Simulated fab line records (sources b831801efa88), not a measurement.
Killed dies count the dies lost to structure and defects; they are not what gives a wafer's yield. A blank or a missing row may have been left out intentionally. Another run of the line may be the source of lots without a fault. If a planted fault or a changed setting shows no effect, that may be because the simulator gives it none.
Chamber matching | flow gf180mcu | GF_CONTACT_CMP_27 on cmp-01: 4 sister chambers
The step polishes, stops on SiO2, t overpolish 15 s, target thk 0 nm. 4 wafers are shown with their chamber, then 10 later ones without.

== WAFERS PAIRED WITH THEIR CHAMBERS ==
wafer  | chamber | motor_current_A (A)
L523.1 | 1       | 10.0
L523.2 | 2       | 12.7
L530.1 | 0       | 11.5
L530.4 | 3       | 9.5

== WAFERS WITHOUT THEIR CHAMBER ==
wafer  | motor_current_A (A)
L530.6 | 12.5
L533.3 | 9.6
L533.5 | 12.2
L533.6 | 9.7
L535.3 | 10.6
L535.4 | 11.5
L535.6 | 12.9
L537.3 | 12.2
L537.4 | 10.0
L537.6 | 9.9

== WHICH CHAMBER EACH ONE RAN IN ==
wafer  | from the rows above          | in truth
L530.6 | 2                            | 2
L533.3 | can't be placed: 3 or 1      | 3
L533.5 | can't be placed: 2 or 0      | 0
L533.6 | can't be placed: 3 or 1      | 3
L535.3 | can't be placed: 1 or 0 or 3 | 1
L535.4 | 0                            | 0
L535.6 | 2                            | 2
L537.3 | can't be placed: 2 or 0      | 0
L537.4 | can't be placed: 1 or 3      | 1
L537.6 | can't be placed: 1 or 3      | 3
Correct placement for 3 of the 10. Unplaceable from these rows: 7, with the true chamber sitting among the candidates in 7. Number placed wrongly: 0.
How it was worked out, from the rows above alone: a wafer's distance from a chamber is the root of the sum, over the readings, of the square of ((its reading less the chamber's mean) divided by the reading's scatter). The wafer belongs to the nearest chamber; if the next one is less than 2 further off, it can't be placed. A chamber's mean is the mean of its shown wafers. The scatter: root of mean squared gap, hidden wafer to nearest shown wafer, with one shown wafer a chamber.
